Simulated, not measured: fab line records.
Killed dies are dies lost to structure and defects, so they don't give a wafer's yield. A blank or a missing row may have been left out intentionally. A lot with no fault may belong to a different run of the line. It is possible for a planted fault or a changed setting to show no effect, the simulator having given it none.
Which tool is to blame? | flow sky130 | 39 wafers from 13 lots sampled at 2 of the route's 708 steps

WHAT THE GAUGES SHOWED, per wafer
SKY_VT_ADJUST_PCH_TW_MEAS_10. Usual: VT_ADJUST_PCH_TW gives 141.4 (standard deviation 0.76).
lot  | measured     | on            | VT_ADJUST_PCH_TW  | flag
L105 | day 11 00:13 | film-metro-04 | 142.0 142.1 142.3 |
L106 | day 11 07:23 | film-metro-03 | 141.7 141.3 141.7 |
L108 | day 11 19:58 | film-metro-03 | 141.7 143.1 141.0 |
L110 | day 12 09:01 | film-metro-02 | 142.4 141.9 142.2 |
L111 | day 13 02:14 | film-metro-02 | 142.2 142.9 142.7 |
L112 | day 13 20:13 | film-metro-04 | 139.8 139.5 140.7 |
L119 | day 15 13:01 | film-metro-02 | 141.8 141.1 140.9 |
L120 | day 15 16:22 | film-metro-03 | 141.2 140.8 142.5 |
L121 | day 16 04:04 | film-metro-04 | 141.1 140.6 140.8 |
L123 | day 16 20:20 | film-metro-04 | 141.7 140.6 142.1 |
L124 | day 17 03:44 | film-metro-02 | 142.1 141.2 142.1 |
L126 | day 17 15:35 | film-metro-02 | 141.6 141.2 141.4 |
L127 | day 18 04:29 | film-metro-03 | 141.0 140.8 140.7 |

SKY_SONOS_ONO_THK_MEAS_01. Usual: SONOS_ONO_OXIDATION_THK gives 2.61 nm (standard deviation 0.05).
lot  | measured     | on            | SONOS_ONO_OXIDATION_THK (nm) | flag
L105 | day 12 01:34 | film-metro-01 | 2.58 2.61 2.57               |
L106 | day 12 09:58 | film-metro-02 | 2.63 2.65 2.71               |
L108 | day 12 23:46 | film-metro-02 | 2.60 2.64 2.52               |
L110 | day 13 14:56 | film-metro-02 | 2.63 2.62 2.62               |
L111 | day 14 06:59 | film-metro-04 | 2.69 2.62 2.59               |
L112 | day 15 00:49 | film-metro-01 | 2.66 2.70 2.61               |
L119 | day 16 19:23 | film-metro-02 | 2.56 2.55 2.64               |
L120 | day 16 23:40 | film-metro-02 | 2.58 2.56 2.47               |
L121 | day 17 10:38 | film-metro-01 | 2.63 2.61 2.62               |
L123 | day 18 03:47 | film-metro-02 | 2.58 2.57 2.53               |
L124 | day 18 13:49 | film-metro-04 | 2.66 2.64 2.60               |
L126 | day 19 00:53 | film-metro-04 | 2.66 2.62 2.63               |
L127 | day 19 11:29 | film-metro-01 | 2.71 2.60 2.65               |

EACH LOT AND THE TOOL THAT RAN IT (in order: tool; ch and the chambers of the sampled wafers; start)
The record holds no process step before these readings.

AS READ BY THE TOOLS THEMSELVES (means over the sampled wafers that have a number; for cases with no such wafer, the mark the record gives instead)
The record holds no such reading with a usual standard deviation.

THE ANSWER, worked out from the rows above alone
Rule: a lot counts as off when the mean over its wafers that have a number is more than 3 standard deviations away from the usual mean. A lot without any number at a reading at which 4 lots or more have one is off too. Any other lot the step has rows for is counted as sound. After the gauges, taken in route order, come the tools' own readings; for these a lot's mean is taken, as printed above. The first step at which some lot is off is used, and at that step the reading that is off furthest; a lot without a number counts as furthest.
Nothing can be told from this: no lot is off at any reading shown.

WHAT THE SIMULATOR HAD PUT IN
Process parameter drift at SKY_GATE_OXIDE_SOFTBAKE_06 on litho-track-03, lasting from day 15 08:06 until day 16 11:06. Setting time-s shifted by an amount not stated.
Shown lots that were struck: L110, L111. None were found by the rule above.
